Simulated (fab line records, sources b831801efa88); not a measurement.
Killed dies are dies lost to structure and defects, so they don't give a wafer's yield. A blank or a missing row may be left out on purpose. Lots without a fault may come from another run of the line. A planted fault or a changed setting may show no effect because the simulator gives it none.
fab line records | flow sky130
record lots=12 wafers=36 last_day=51
route steps=708 shown FIELD_ISO@3 NWELL@73 PAD_OPEN@708
lots that met no fault: from a run of the same line without faults
start_h: hours from the record's first day to the start of the lot's first wafer shown | wait_h: hours since the lot's step before | " the same as in the row above | L1.1+2: a row that stands for several wafers | - no value, or no start given | * or withheld: withheld | < > ~ a bound
route shown NAME@n: a module of which the file shows steps, and the number in the route of the first | usual: mean/standard deviation of fault-free wafers | same: alike in all rows | chamber/n: place in a boat | sites: the reading at each site | _std_site: their standard deviation | _edge_site: outer sites' mean less inner sites' | radius_mm: how far each site lies from the wafer's centre | mask NAME#n: copy n | behind: the tool/chamber that last shaped the wafer | hold: why the lot was held/for how many hours/how that ended | device: the transistor (n, p or np) that didn't switch | end of line: the same wafers' tests at the end of the route | a step without rows: its recipe alone | killed: dies lost to structure and defects at the first sort, not the wafer's yield | map: a wafer's dies, x killed, . not, _ none there
set.NAME: the setting as run; set.NAME@STEP: as run at that earlier step | model.NAME: the simulator's own value behind a step, which no gauge read
steps of the route over a sample of lots; a table a step, a row a wafer
services: from which hour (start_h, from the record's first day; less than 0 if before it) a tool's chamber was out of use, for how many hours, and why
## steps
# step SKY_FIELD_ISO_THK_MEAS_02
# recipe reads=SiO2_of_FIELD_ISO_OXIDATION_01
# usual FIELD_ISO_OXIDATION_00_THK=12.05/0.24
# columns lot.wafer tool chamber start_h wait_h FIELD_ISO_OXIDATION_00_THK[nm]
L986.1 film_metro-03 - 16.88 0.0 12.01
L986.3 " - " " 12.28
L986.6 " - " " 12.43
L987.2 film_metro-02 - 22.72 0.0 12.59
L987.3 " - " " 12.34
L987.6 " - " " 12.67
L989.1 film_metro-03 - 31.63 0.0 11.90
L989.2 " - " " 11.83
L989.6 " - " " 11.90
L990.1 film_metro-01 - 36.63 0.0 12.04
L990.4 " - " " 11.99
L990.6 " - " " 12.00
L992.1 film_metro-03 - 46.63 0.0 12.07
L992.4 " - " " 12.24
L992.5 " - " " 11.94
L994.1 film_metro-03 - 56.63 0.0 12.35
L994.3 " - " " 12.26
L994.5 " - " " 12.11
L995.1 film_metro-02 - 63.45 0.0 12.30
L995.4 " - " " 12.19
L995.6 " - " " 12.07
L996.3 film_metro-03 - 70.21 0.0 11.90
L996.4 " - " " 12.05
L996.6 " - " " 11.75
L999.1 film_metro-02 - 81.71 0.0 12.49
L999.2 " - " " 12.19
L999.3 " - " " 12.12
L100.3 film_metro-01 - 86.70 0.0 11.91
L100.4 " - " " 11.95
L100.6 " - " " 12.00
L106.3 film_metro-03 - 116.65 0.0 11.87
L106.4 " - " " 11.65
L106.5 " - " " 11.83
L108.4 film_metro-03 - 126.68 0.0 12.01
L108.5 " - " " 12.06
L108.6 " - " " 12.08
# step SKY_FIELD_ISO_ETCH_17
# recipe target_depth_a=3420 mask_material=Si3N4 chemistry=HBr/Cl2/O2 target=Si taper_deg=5 icp_w=600 bias_w=150 pressure_mtorr=15 HBr_flow_sccm=150 Cl2_flow_sccm=40 O2_flow_sccm=6 time_s=97.7
# usual drypump_motor_current_A=5.6/0.46 oes_product_au=1.001/0.011 throttle_valve_pct=25.656/0.011
# columns lot.wafer tool chamber start_h wait_h drypump_motor_current_A oes_product_au rf_hours_counter_h throttle_valve_pct
L986.1 rie_si-02 2 35.21 0.1 5.7 0.998 0 25.645
L986.3 " 0 " " 5.8 1.000 63 25.660
L986.6 " 3 " " 5.6 0.995 - 25.657
L987.2 rie_si-02 2 40.56 0.1 5.7 0.986 1 25.661
L987.3 " 1 " " 5.0 1.016 13 25.640
L987.6 " 0 " " 5.8 1.002 - 25.674
L989.1 rie_si-01 1 55.44 0.1 6.1 0.997 2 25.663
L989.2 " 3 " " 6.1 1.025 2 25.636
L989.6 " 2 " " 5.9 0.999 - 25.666
L990.1 rie_si-02 3 59.06 0.1 5.6 0.987 79 25.664
L990.4 " 0 " " 5.8 0.993 64 25.675
L990.6 " 1 " " 5.0 1.013 - 25.647
L992.1 rie_si-01 2 67.99 0.1 5.9 1.001 61 25.663
L992.4 " 0 " " 4.7 1.004 81 25.658
L992.5 " 1 " " 6.1 0.990 - 25.669
L994.1 rie_si-02 2 78.69 0.1 5.7 0.990 1 25.669
L994.3 " 0 " " 5.8 0.990 64 25.664
L994.5 " 3 " " 5.6 0.983 - 25.679
L995.1 rie_si-02 0 84.91 0.1 5.8 0.984 64 25.662
L995.4 " 2 " " 5.7 0.996 1 25.674
L995.6 " 1 " " 4.9 1.015 - 25.640
L996.3 rie_si-01 0 90.91 0.0 4.7 1.006 82 25.666
L996.4 " 2 " " 5.9 1.004 61 25.643
L996.6 " 1 " " 6.0 0.996 - 25.655
L999.1 rie_si-02 3 103.41 0.1 5.6 1.004 80 25.649
L999.2 " 0 " " 5.8 1.002 64 25.670
L999.3 " 1 " " 4.9 1.020 13 25.635
L100.3 rie_si-01 0 108.86 0.0 4.7 1.009 82 25.654
L100.4 " 2 " " 5.9 0.996 61 25.650
L100.6 " 1 " " 6.1 0.990 - 25.668
L106.3 rie_si-02 1 140.04 0.0 4.9 1.019 13 25.644
L106.4 " 0 " " 5.8 0.987 64 25.658
L106.5 " 3 " " 5.6 0.990 - 25.652
L108.4 rie_si-02 3 150.25 0.1 5.6 0.996 - 25.664
L108.5 " 0 " " 5.8 0.999 - 25.647
L108.6 " 1 " " 4.9 1.014 - 25.649
# step SKY_FIELD_ISO_THK_MEAS_25
# recipe reads=SiO2_of_FIELD_ISO_CVD_24
# usual FIELD_ISO_CVD_24_THK=594/6.3
# columns lot.wafer tool chamber start_h wait_h FIELD_ISO_CVD_24_THK[nm]
L986.1 film_metro-02 - 36.86 0.0 594
L986.3 " - " " 580
L986.6 " - " " 594
L987.2 film_metro-03 - 42.95 0.0 585
L987.3 " - " " 583
L987.6 " - " " 590
L989.1 film_metro-01 - 57.94 0.0 583
L989.2 " - " " 581
L989.6 " - " " 593
L990.1 film_metro-03 - 61.97 0.0 593
L990.4 " - " " 603
L990.6 " - " " 595
L992.1 film_metro-01 - 70.81 0.0 603
L992.4 " - " " 594
L992.5 " - " " 600
L994.1 film_metro-03 - 80.33 0.0 591
L994.3 " - " " 603
L994.5 " - " " 602
L995.1 film_metro-02 - 87.21 0.0 596
L995.4 " - " " 607
L995.6 " - " " 602
L996.3 film_metro-03 - 92.96 0.1 589
L996.4 " - " " 590
L996.6 " - " " 593
L999.1 film_metro-01 - 105.06 0.0 590
L999.2 " - " " 595
L999.3 " - " " 589
L100.3 film_metro-01 - 111.15 0.1 595
L100.4 " - " " 587
L100.6 " - " " 594
L106.3 film_metro-02 - 142.97 0.1 599
L106.4 " - " " 597
L106.5 " - " " 585
L108.4 film_metro-02 - 152.39 0.0 589
L108.5 " - " " 581
L108.6 " - " " 583
# step SKY_NWELL_EXPOSE_20
# recipe mask_id=NWM_COMPLEMENT na=0.6 source_shape=conventional sigma_outer=0.6 polarization=unpolarized target_cd_nm=840 dose_mj=260
# columns lot.wafer tool chamber start_h wait_h mask
L986.1+3+6 iline_stepper-02 0 110.12 - NWM_COMPLEMENT#0
L987.2+3+6 iline_stepper-02 0 113.71 - NWM_COMPLEMENT#0
L989.1+2+6 iline_stepper-01 0 134.81 - NWM_COMPLEMENT#0
L990.1+4+6 iline_stepper-01 0 141.44 - NWM_COMPLEMENT#0
L992.1+4+5 iline_stepper-01 0 150.41 - NWM_COMPLEMENT#0
L994.1+3+5 iline_stepper-01 0 159.19 - NWM_COMPLEMENT#0
L995.1+4+6 iline_stepper-01 0 164.67 - NWM_COMPLEMENT#0
L996.3+4+6 iline_stepper-02 0 174.15 - NWM_COMPLEMENT#0
L999.1+2+3 iline_stepper-01 0 186.54 - HVTPM#0
L100.3+4+6 iline_stepper-02 0 193.23 - NWM_COMPLEMENT#0
L106.3+4+5 iline_stepper-02 0 229.78 - NWM_COMPLEMENT#0
L108.4+5+6 iline_stepper-01 0 239.03 - NWM_COMPLEMENT#0
# step SKY_NWELL_OVL_MEAS_23
# usual NWELL_01_OVL=-0.7/1.4
# columns lot.wafer tool chamber start_h wait_h NWELL_01_OVL[nm]
L986.1 overlay-01 - 119.77 - 0.6
L986.3 " - " " -3.0
L986.6 " - " " 0.0
L987.2 overlay-02 - 124.15 - -0.2
L987.3 " - " " 0.8
L987.6 " - " " 1.3
L989.1 overlay-01 - 144.89 - -0.5
L989.2 " - " " -3.1
L989.6 " - " " -3.0
L990.1 overlay-01 - 152.69 - 0.3
L990.4 " - " " -2.0
L990.6 " - " " -1.3
L992.1 overlay-01 - 161.59 - 0.0
L992.4 " - " " 0.1
L992.5 " - " " 0.0
L994.1 overlay-01 - 170.34 - -0.2
L994.3 " - " " -0.6
L994.5 " - " " -1.6
L995.1 overlay-01 - 176.49 - -0.1
L995.4 " - " " -1.7
L995.6 " - " " -2.6
L996.3 overlay-02 - 185.60 - 0.0
L996.4 " - " " -0.3
L996.6 " - " " -0.6
L999.1 overlay-02 - 198.52 - -
L999.2 " - " " -
L999.3 " - " " -
L100.3 overlay-02 - 205.23 - 1.3
L100.4 " - " " 1.2
L100.6 " - " " 1.3
L106.3 overlay-01 - 240.35 - 0.2
L106.4 " - " " -2.6
L106.5 " - " " -1.5
L108.4 overlay-02 - 250.04 - -1.7
L108.5 " - " " -0.8
L108.6 " - " " -2.0
# step SKY_NWELL_TW_MEAS_26
# usual NWELL_2_TW=493.2/2.8
# columns lot.wafer tool chamber start_h wait_h hold NWELL_2_TW
L986.1 film_metro-03 - 120.05 0.1 - 487.4
L986.3 " - " " - 486.9
L986.6 " - " " - 488.5
L987.2 film_metro-04 - 124.44 0.1 - 497.7
L987.3 " - " " - 495.2
L987.6 " - " " - 494.5
L989.1 film_metro-04 - 145.18 0.1 - 495.0
L989.2 " - " " - 493.7
L989.6 " - " " - 493.0
L990.1 film_metro-04 - 152.98 0.1 - 495.9
L990.4 " - " " - 494.2
L990.6 " - " " - 494.1
L992.1 film_metro-04 - 161.88 0.1 - 494.2
L992.4 " - " " - 494.0
L992.5 " - " " - 495.7
L994.1 film_metro-04 - 170.63 0.1 - 491.0
L994.3 " - " " - 495.2
L994.5 " - " " - 497.0
L995.1 film_metro-03 - 176.78 0.1 - 495.0
L995.4 " - " " - 497.4
L995.6 " - " " - 495.4
L996.3 film_metro-04 - 185.90 0.1 - 493.8
L996.4 " - " " - 491.8
L996.6 " - " " - 494.2
L999.1 film_metro-03 - 198.80 0.1 await_dispo/0.2h/release 29.7
L999.2 " - " " await_dispo/0.2h/release 29.8
L999.3 " - " " await_dispo/0.2h/release 29.7
L999.1 film_metro-03 - 199.03 0.2 - 29.8
L999.2 " - " " - 29.5
L999.3 " - " " - 29.6
L100.3 film_metro-01 - 205.52 0.1 - 495.3
L100.4 " - " " - 492.4
L100.6 " - " " - 495.7
L106.3 film_metro-04 - 240.64 0.1 - 493.5
L106.4 " - " " - 494.5
L106.5 " - " " - 494.4
L108.4 film_metro-04 - 250.33 0.1 - 496.9
L108.5 " - " " - 494.9
L108.6 " - " " - 496.6
# step SKY_PAD_OPEN_PROBE_99
# usual defect_limited_yield=82.6/2 killed_at_M0_to_M3=42/6.7 killed_at_M4_up=3.0/1.9 killed_at_contacts=24/5.3 killed_at_front_end=16/4.3 killed_at_other=0.4/0.71 killed_dies=85/9.6 killed_open=46/6.5 killed_short=39/6.7 sort_bin_3_pad_short=0.9/0.46 sort_bin_5_function=10.3/1.3 sort_bin_6_memory=6.2/1.1 sort_n_pass=407/9.6 sort_yield_pct=82.6/2
# same gross_dies=492 killed_at_back_side=0 sort_bin_4_leakage[%]=0 sort_bin_8_speed[%]=0
# columns lot.wafer tool chamber start_h wait_h defect_limited_yield[%] killed_at_M0_to_M3 killed_at_M4_up killed_at_contacts killed_at_front_end killed_at_other killed_dies killed_open killed_short sort_bin_3_pad_short[%] sort_bin_5_function[%] sort_bin_6_memory[%] sort_n_pass sort_yield_pct[%]
L100.3 prober-01 - 1178.64 0.2 86.4 30 0 18 19 0 67 39 28 0 9.3 4.3 425 86.4
L100.4 prober-01 - 1178.69 0.2 85.8 34 1 21 13 1 70 39 30 0.8 8.1 5.3 422 85.8
L100.6 prober-01 - 1178.79 0.2 82.3 38 3 32 13 1 87 49 38 0.4 10.8 6.5 405 82.3
# killed by level:class
L100.3 METAL1:geometric_particle:short=7 POLY_GATE:geometric_particle:open=6 LI_CONTACT:geometric_particle:open=6 CONTACT:geometric_particle:open=6 VIA1:geometric_particle:short=5 VIA2:geometric_particle:open=5 FIELD_ISO:geometric_particle:open=4 LOCAL_INTERCONNECT:geometric_particle:short=3
L100.4 VIA1:geometric_particle:open=9 CONTACT:geometric_particle:open=6 CONTACT:geometric_particle:short=6 VIA1:geometric_particle:short=6 FIELD_ISO:geometric_particle:open=5 LI_CONTACT:geometric_particle:open=5 FIELD_ISO:geometric_particle:short=4 POLY_GATE:geometric_particle:open=4
L100.6 LI_CONTACT:geometric_particle:open=12 VIA1:geometric_particle:open=10 CONTACT:geometric_particle:open=8 VIA2:geometric_particle:open=7 LOCAL_INTERCONNECT:geometric_particle:short=6 METAL1:geometric_particle:short=5 POLY_GATE:geometric_particle:open=4 VIA1:geometric_particle:short=4
## services
# columns tool chamber start_h hours kind
rie_si-02 0 11.58 5.7 repair
rie_si-01 1 84.15 2.8 repair
iline_stepper-02 0 129.17 - calibration
rie_si-01 2 129.33 4.8 repair
iline_stepper-02 - 132.30 3.1 repair
iline_stepper-02 - 135.43 1.7 pm
rie_si-02 2 149.95 1.9 repair
iline_stepper-02 - 151.57 1.4 repair
iline_stepper-02 - 157.25 0.7 repair
iline_stepper-01 0 176.20 - calibration
iline_stepper-02 - 177.10 5.7 repair
iline_stepper-02 - 182.81 2.1 pm
iline_stepper-02 - 184.89 - consumable_replace:lamp
rie_si-01 1 188.62 5.7 repair
iline_stepper-01 - 226.79 1.7 pm
## key
first_sign step=SKY_NWELL_EXPOSE_20 reading=mask direction=changed
effect step=SKY_NWELL_OVL_MEAS_23 reading=NWELL_01_OVL direction=missing
effect step=SKY_NWELL_TW_MEAS_26 reading=visit direction=added
effect step=SKY_NWELL_TW_MEAS_26 reading=NWELL_2_TW direction=down sigmas=99+ usual=493.2 struck=29.7
met_at SKY_NWELL_EXPOSE_20
struck_lots L999
scrapped_behind SKY_NWELL_TW_MEAS_26 L999.1,L999.2,L999.3
not_acting_at SKY_FIELD_ISO_THK_MEAS_02,SKY_FIELD_ISO_ETCH_17,SKY_FIELD_ISO_THK_MEAS_25
onset_between 164.67 186.54
fault kind=wrong_mask tool=any chamber=- onset_h=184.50 steps=SKY_NWELL_EXPOSE_20 aux_copy=HVTPM#0 scope=struck_lots_only
